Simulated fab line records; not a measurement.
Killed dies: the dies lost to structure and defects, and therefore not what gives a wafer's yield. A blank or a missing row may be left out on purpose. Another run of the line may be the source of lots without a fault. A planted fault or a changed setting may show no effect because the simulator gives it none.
fab line records	flow sky130
record lots=7	wafers=21	last-day=50
route steps=708 shown LDD_HVN@268 LDD_HVP@278 PAD_OPEN@708
lots with no fault: from the same line, run without faults
start-h: hours from the record's first day to the start of the lot's first wafer shown	wait-h: how many hours have passed since the lot's step before this one	" unchanged from the row above	L1.1+2: a row that stands for several wafers	- no value, or no start given	* or withheld: withheld	< > ~ a bound
route shown NAME@n: names a module that has steps shown in the file, with the first one's number in the route	usual: average and standard deviation across the fault-free wafers	same: alike in all rows	chamber/n: place in a boat	sites: per-site readings	_std_site: the standard deviation of these	_edge_site: mean of outer sites minus mean of inner sites	radius-mm: how far each site lies from the wafer's centre	mask NAME#n: copy n	behind: the most recent tool/chamber to have shaped the wafer	hold: why the lot was held/for how many hours/how that ended	device: names the non-switching transistor (n, p or np)	end of line: tests run on the same wafers once the route is complete	where a step has no rows: the recipe by itself	killed: dies that structure and defects cost at the first sort, which is not the same as the wafer's yield	map: the dies of a wafer, with x for killed, . for not killed, _ for no die there
set.NAME: the run value of the setting; set.NAME@STEP: its run value at that earlier step	model.NAME: the simulator's own value behind a step, which no gauge read
lots at selected steps of the route; one table per step, one row per wafer
services: the hour from which a tool's chamber was out of use, counted from the record's first day as start-h (under 0 if before that day), plus the number of hours and why
## steps
# step SKY_LDD_HVN_HMDS_01
# recipe prime-time-s=60	prime-temp-c=120
# step SKY_LDD_HVN_COAT_02
# recipe resist=NOVOLAK	spin-rpm=3000	resist-thk-nm=300
# step SKY_LDD_HVN_SOFTBAKE_03
# recipe temp-c=90	time-s=60	resist=NOVOLAK
# step SKY_LDD_HVN_EXPOSE_04
# recipe mask-id=HVNTM	na=0.6	source-shape=conventional	sigma-outer=0.6	polarization=unpolarized	target-cd-nm=700	dose-mj=127
# step SKY_LDD_HVN_PEB_05
# recipe temp-c=withheld	time-s=*	resist=NOVOLAK
# step SKY_LDD_HVN_DEVELOP_06
# recipe resist=NOVOLAK	developer=TMAH	develop-time-s=60	dev-temp-c=23
# step SKY_LDD_HVN_OVL_MEAS_07
# usual LDD_HVN_OVL=-0.9/1.3
lot.wafer	tool	chamber	start-h	wait-h	LDD_HVN_OVL[nm]
L215.2	overlay-02	-	538.59	0.1	0.2
L215.3	"	-	"	"	-0.6
L215.4	"	-	"	"	1.3
L216.1	overlay-02	-	539.49	0.1	2.1
L216.4	"	-	"	"	1.3
L216.6	"	-	"	"	2.7
L220.2	overlay-01	-	570.84	0.1	-1.6
L220.5	"	-	"	"	-1.3
L220.6	"	-	"	"	-2.0
L221.4	overlay-02	-	582.96	0.1	1.2
L221.5	"	-	"	"	0.2
L221.6	"	-	"	"	-1.2
L224.3	overlay-01	-	600.50	0.1	-1.9
L224.4	"	-	"	"	0.1
L224.6	"	-	"	"	-0.2
L226.1	overlay-01	-	619.13	0.1	-0.9
L226.4	"	-	"	"	-1.3
L226.6	"	-	"	"	-1.7
L230.1	overlay-02	-	650.95	0.1	0.1
L230.4	"	-	"	"	-0.3
L230.6	"	-	"	"	0.3
# step SKY_LDD_HVN_IMPLANT_08
# recipe species=P	energy-kev=60	dose-cm2=3e+13	tilt-deg=40
# step SKY_LDD_HVN_STRIP_09
# recipe chemistry=O2/N2	power-w=1400	pressure-mtorr=1500	platen-temp-c=withheld	o2-flow-sccm=3000	n2-flow-sccm=300	overash-fraction=0.5
# usual drypump-motor-current-A=5.6/0.34	oes-product-au=0.408/0.005	strip-time-to-endpoint-s=4.133/0.016
lot.wafer	tool	chamber	start-h	wait-h	drypump-motor-current-A	oes-product-au	rf-hours-counter-h	strip-time-to-endpoint-s
L215.2	plasma-asher-04	1	538.77	0.1	5.8	0.403	41	4.121
L215.3	"	1	"	"	5.8	0.405	-	4.133
L215.4	"	0	"	"	5.7	0.410	-	4.121
L216.1	plasma-asher-03	1	539.67	0.1	5.2	0.403	69	4.114
L216.4	"	0	"	"	5.3	0.406	-	4.085
L216.6	"	0	"	"	5.3	0.400	-	4.098
L220.2	plasma-asher-03	1	571.02	0.1	5.2	0.405	72	4.126
L220.5	"	0	"	"	5.3	0.406	-	4.118
L220.6	"	1	"	"	5.2	0.411	-	4.132
L221.4	plasma-asher-01	1	583.16	0.1	5.9	0.404	-	4.134
L221.5	"	1	"	"	5.9	0.404	-	4.142
L221.6	"	0	"	"	6.1	0.409	-	4.132
L224.3	plasma-asher-03	0	600.71	0.1	5.3	0.402	-	4.140
L224.4	"	1	"	"	5.2	0.415	-	4.155
L224.6	"	0	"	"	5.3	0.401	-	4.121
L226.1	plasma-asher-04	1	619.32	0.1	5.7	0.400	48	4.153
L226.4	"	0	"	"	5.8	0.410	-	4.125
L226.6	"	0	"	"	5.8	0.413	-	4.134
L230.1	plasma-asher-03	1	651.13	0.1	5.2	0.408	79	4.117
L230.4	"	1	"	"	5.2	0.414	-	4.123
L230.6	"	1	"	"	5.2	0.404	-	4.103
# step SKY_LDD_HVN_TW_MEAS_10
# usual LDD_HVN_TW=1444/7.2
lot.wafer	tool	chamber	start-h	wait-h	LDD_HVN_TW
L215.2	film-metro-02	-	538.88	0.1	1444
L215.3	"	-	"	"	1440
L215.4	"	-	"	"	1444
L216.1	film-metro-04	-	539.77	0.1	1459
L216.4	"	-	"	"	1452
L216.6	"	-	"	"	1452
L220.2	film-metro-01	-	571.13	0.1	1450
L220.5	"	-	"	"	1438
L220.6	"	-	"	"	1451
L221.4	film-metro-02	-	583.25	0.1	1441
L221.5	"	-	"	"	1437
L221.6	"	-	"	"	1431
L224.3	film-metro-01	-	600.79	0.1	1435
L224.4	"	-	"	"	1436
L224.6	"	-	"	"	1438
L226.1	film-metro-02	-	619.42	0.1	1431
L226.4	"	-	"	"	1438
L226.6	"	-	"	"	1437
L230.1	film-metro-04	-	651.23	0.1	1452
L230.4	"	-	"	"	1457
L230.6	"	-	"	"	1458
# step SKY_LDD_HVP_DEHYDRATE_00
# recipe temp-c=200	time-s=60
# step SKY_LDD_HVP_HMDS_01
# recipe prime-time-s=60	prime-temp-c=120
# step SKY_LDD_HVP_COAT_02
# recipe resist=NOVOLAK	spin-rpm=3000	resist-thk-nm=300
# usual spin-speed-rpm=3000.1/1.8
lot.wafer	tool	chamber	start-h	wait-h	spin-speed-rpm	model.NOVOLAK_of_LDD_HVP_COAT_02.thk-nm
L215.2	litho-track-03	0	553.66	0.1	2997.8	301.2
L215.3	"	0	"	"	3000.2	301.8
L215.4	"	0	"	"	3001.4	301.4
L216.1	litho-track-03	0	554.84	0.1	2945.0	303.2
L216.4	"	0	"	"	2946.8	303.2
L216.6	"	0	"	"	2945.7	302.2
L220.2	litho-track-03	0	586.36	0.1	2943.3	304.7
L220.5	"	0	"	"	2945.9	303.5
L220.6	"	0	"	"	2943.4	304.5
L221.4	litho-track-03	0	597.61	0.1	2946.0	303.7
L221.5	"	0	"	"	2942.9	304.7
L221.6	"	0	"	"	2943.2	304.4
L224.3	litho-track-02	0	614.65	0.1	3000.1	299.8
L224.4	"	0	"	"	3000.7	299.5
L224.6	"	0	"	"	2998.2	299
L226.1	litho-track-01	0	634.18	0.1	2999.4	299.5
L226.4	"	0	"	"	3001.8	299
L226.6	"	0	"	"	3001.7	299.4
L230.1	litho-track-01	0	664.68	0.1	2997.1	301.1
L230.4	"	0	"	"	3000.7	300.7
L230.6	"	0	"	"	2997.3	300.6
# step SKY_LDD_HVP_SOFTBAKE_03
# recipe temp-c=90	time-s=60	resist=NOVOLAK
# step SKY_LDD_HVP_EXPOSE_04
# recipe mask-id=HVPTM	na=0.6	source-shape=conventional	sigma-outer=0.6	polarization=unpolarized	target-cd-nm=700	dose-mj=86
# step SKY_LDD_HVP_PEB_05
# recipe temp-c=withheld	time-s=*	resist=NOVOLAK
# step SKY_LDD_HVP_DEVELOP_06
# recipe resist=NOVOLAK	developer=TMAH	develop-time-s=60	dev-temp-c=23
lot.wafer	tool	chamber	start-h	wait-h	model.NOVOLAK_of_LDD_HVP_COAT_02.thk-nm
L215.2	litho-track-01	0	569.00	0.1	300.8
L215.3	"	0	"	"	301.4
L215.4	"	0	"	"	301
L216.1+4	litho-track-03	0	569.79	0.1	302.8
L216.6	"	0	"	"	301.8
L220.2	litho-track-02	0	600.72	0.1	304.2
L220.5	"	0	"	"	303.1
L220.6	"	0	"	"	304.1
L221.4	litho-track-03	0	612.16	0.1	303.3
L221.5	"	0	"	"	304.3
L221.6	"	0	"	"	303.9
L224.3	litho-track-03	0	629.34	0.1	299.4
L224.4	"	0	"	"	299.1
L224.6	"	0	"	"	298.6
L226.1	litho-track-02	0	649.40	0.1	299.1
L226.4	"	0	"	"	298.6
L226.6	"	0	"	"	299
L230.1	litho-track-03	0	678.84	0.1	300.7
L230.4	"	0	"	"	300.3
L230.6	"	0	"	"	300.2
# step SKY_LDD_HVP_OVL_MEAS_07
# usual LDD_HVP_OVL=-0.9/1.5
lot.wafer	tool	chamber	start-h	wait-h	LDD_HVP_OVL[nm]
L215.2	overlay-01	-	569.14	0.1	-1.8
L215.3	"	-	"	"	-3.3
L215.4	"	-	"	"	-3.7
L216.1	overlay-01	-	569.94	0.1	-1.3
L216.4	"	-	"	"	-1.5
L216.6	"	-	"	"	-2.3
L220.2	overlay-01	-	600.85	0.1	-0.3
L220.5	"	-	"	"	-0.7
L220.6	"	-	"	"	-0.7
L221.4	overlay-01	-	612.26	0.1	-3.7
L221.5	"	-	"	"	-2.7
L221.6	"	-	"	"	-2.5
L224.3	overlay-01	-	629.45	0.1	1.5
L224.4	"	-	"	"	1.0
L224.6	"	-	"	"	0.4
L226.1	overlay-02	-	649.55	0.1	1.1
L226.4	"	-	"	"	1.1
L226.6	"	-	"	"	0.0
L230.1	overlay-02	-	678.99	0.1	-1.3
L230.4	"	-	"	"	-1.9
L230.6	"	-	"	"	-2.5
# step SKY_LDD_HVP_IMPLANT_08
# recipe species=B	energy-kev=20	dose-cm2=1.7e+13	tilt-deg=17.9
# step SKY_LDD_HVP_STRIP_09
# recipe chemistry=O2/N2	power-w=1400	pressure-mtorr=1500	platen-temp-c=withheld	o2-flow-sccm=3000	n2-flow-sccm=300	overash-fraction=0.5
# usual drypump-motor-current-A=5.6/0.41	oes-product-au=0.409/0.0043	strip-time-to-endpoint-s=4.135/0.015
lot.wafer	tool	chamber	start-h	wait-h	drypump-motor-current-A	oes-product-au	rf-hours-counter-h	strip-time-to-endpoint-s
L215.2	plasma-asher-04	1	569.32	0.1	5.8	0.410	44	4.139
L215.3	"	1	"	"	5.8	0.400	-	4.142
L215.4	"	0	"	"	5.8	0.423	-	4.164
L216.1	plasma-asher-03	0	570.12	0.1	5.3	0.412	72	4.190
L216.4	"	1	"	"	5.2	0.407	-	4.186
L216.6	"	1	"	"	5.2	0.401	-	4.166
L220.2	plasma-asher-04	0	601.03	0.1	5.7	0.418	46	4.206
L220.5	"	0	"	"	5.8	0.406	-	4.171
L220.6	"	1	"	"	5.8	0.411	-	4.210
L221.4	plasma-asher-02	0	612.46	0.1	5.6	0.413	-	4.162
L221.5	"	1	"	"	6.4	0.414	-	4.185
L221.6	"	0	"	"	5.6	0.409	-	4.190
L224.3	plasma-asher-02	0	629.66	0.1	5.7	0.405	-	4.133
L224.4	"	1	"	"	6.4	0.411	-	4.135
L224.6	"	0	"	"	5.6	0.407	-	4.118
L226.1	plasma-asher-02	1	649.73	0.1	6.4	0.406	97	4.125
L226.4	"	1	"	"	6.4	0.411	-	4.115
L226.6	"	0	"	"	5.6	0.413	-	4.112
L230.1	plasma-asher-02	1	679.17	0.1	6.4	0.417	100	4.146
L230.4	"	0	"	"	5.6	0.405	-	4.136
L230.6	"	0	"	"	5.6	0.415	-	4.149
# step SKY_LDD_HVP_TW_MEAS_10
# usual LDD_HVP_TW=460/3.5
lot.wafer	tool	chamber	start-h	wait-h	LDD_HVP_TW
L215.2	film-metro-03	-	569.43	0.1	461
L215.3	"	-	"	"	463
L215.4	"	-	"	"	465
L216.1	film-metro-03	-	570.22	0.1	462
L216.4	"	-	"	"	462
L216.6	"	-	"	"	463
L220.2	film-metro-03	-	601.14	0.1	462
L220.5	"	-	"	"	462
L220.6	"	-	"	"	464
L221.4	film-metro-03	-	612.55	0.1	463
L221.5	"	-	"	"	460
L221.6	"	-	"	"	458
L224.3	film-metro-02	-	629.74	0.1	459
L224.4	"	-	"	"	458
L224.6	"	-	"	"	455
L226.1	film-metro-03	-	649.83	0.1	463
L226.4	"	-	"	"	465
L226.6	"	-	"	"	465
L230.1	film-metro-03	-	679.27	0.1	462
L230.4	"	-	"	"	464
L230.6	"	-	"	"	465
# step SKY_PAD_OPEN_PROBE_99
# usual killed_at_M0_to_M3=43/8	killed_at_M4_up=2.9/1.6	killed-at-contacts=26/5.2	killed-at-front-end=15/4.3	killed-at-other=0.3/0.56	killed-dies=87/10	killed-open=48/6.9	killed-short=40/6.5
# same gross-dies=492	killed-at-back-side=0
lot.wafer	tool	chamber	start-h	wait-h	killed_at_M0_to_M3	killed_at_M4_up	killed-at-contacts	killed-at-front-end	killed-at-other	killed-dies	killed-open	killed-short
L230.1	prober-01	-	1195.00	0.1	41	3	17	10	0	71	46	25
L230.4	prober-01	-	1195.15	0.2	48	5	30	23	0	106	58	48
L230.6	prober-01	-	1195.25	0.2	38	1	35	21	0	95	51	44
# killed by level:class
L230.1 CONTACT:geometric-particle:open=10 VIA1:geometric-particle:open=7 VIA3:geometric-particle:open=6 VIA1:geometric-particle:short=5 LI_CONTACT:geometric-particle:open=5 METAL1:geometric-particle:short=5 VIA2:geometric-particle:open=5 FIELD_ISO:geometric-particle:open=4
L230.4 CONTACT:geometric-particle:open=10 VIA1:geometric-particle:open=10 VIA3:geometric-particle:open=10 VIA2:geometric-particle:open=7 LI_CONTACT:geometric-particle:open=6 POLY_GATE:geometric-particle:short=5 POLY_GATE:geometric-particle:open=5 LOCAL_INTERCONNECT:geometric-particle:short=5
L230.6 LI_CONTACT:geometric-particle:open=10 CONTACT:geometric-particle:open=9 CONTACT:geometric-particle:short=7 VIA3:geometric-particle:open=7 POLY_GATE:geometric-particle:short=6 LOCAL_INTERCONNECT:geometric-particle:short=6 VIA2:geometric-particle:open=6 POLY_GATE:geometric-particle:open=5
## services
tool	chamber	start-h	hours	kind
plasma-asher-04	-	570.64	15.6	pm
plasma-asher-03	-	587.34	13.0	repair
plasma-asher-02	-	616.29	1.5	repair
plasma-asher-01	-	648.10	1.1	repair
plasma-asher-03	-	670.19	0.3	repair
## key
first-sign step=SKY_LDD_HVP_COAT_02	reading=spin-speed-rpm	direction=down	sigmas=31	usual=3000.1	struck=2944.7
effect step=SKY_LDD_HVP_STRIP_09	reading=strip-time-to-endpoint-s	direction=up	sigmas=3.3	usual=*	struck=*
model-effect step=SKY_LDD_HVP_COAT_02	value=NOVOLAK_of_LDD_HVP_COAT_02.thk-nm	without=301	struck=303.8
model-effect step=SKY_LDD_HVP_DEVELOP_06	value=NOVOLAK_of_LDD_HVP_COAT_02.thk-nm	without=300.6	struck=303.4
met-at SKY_LDD_HVP_COAT_02
struck-wafers L216.1,L216.4,L216.6,L220.2,L220.5,L220.6,L221.4,L221.5,L221.6
tester-left-out L216,L220,L221
onset-between 553.66 554.84
fault kind=process-parameter-drift	tool=litho-track-03	chamber=-	onset-h=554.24	steps=SKY_LDD_HVP_COAT_02	channel=spin-rpm	offset=-54.954	shape=step	end-h=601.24	acts-in=these-recipes-only	stated=3000
# tester-left-out: of these lots the tester's yield and bins aren't shown, on N5 and GAA mostly nor the transistor test; their killed dies are dies lost to structure and defects alone, not to doping, threshold or leakage, so they don't give the yield
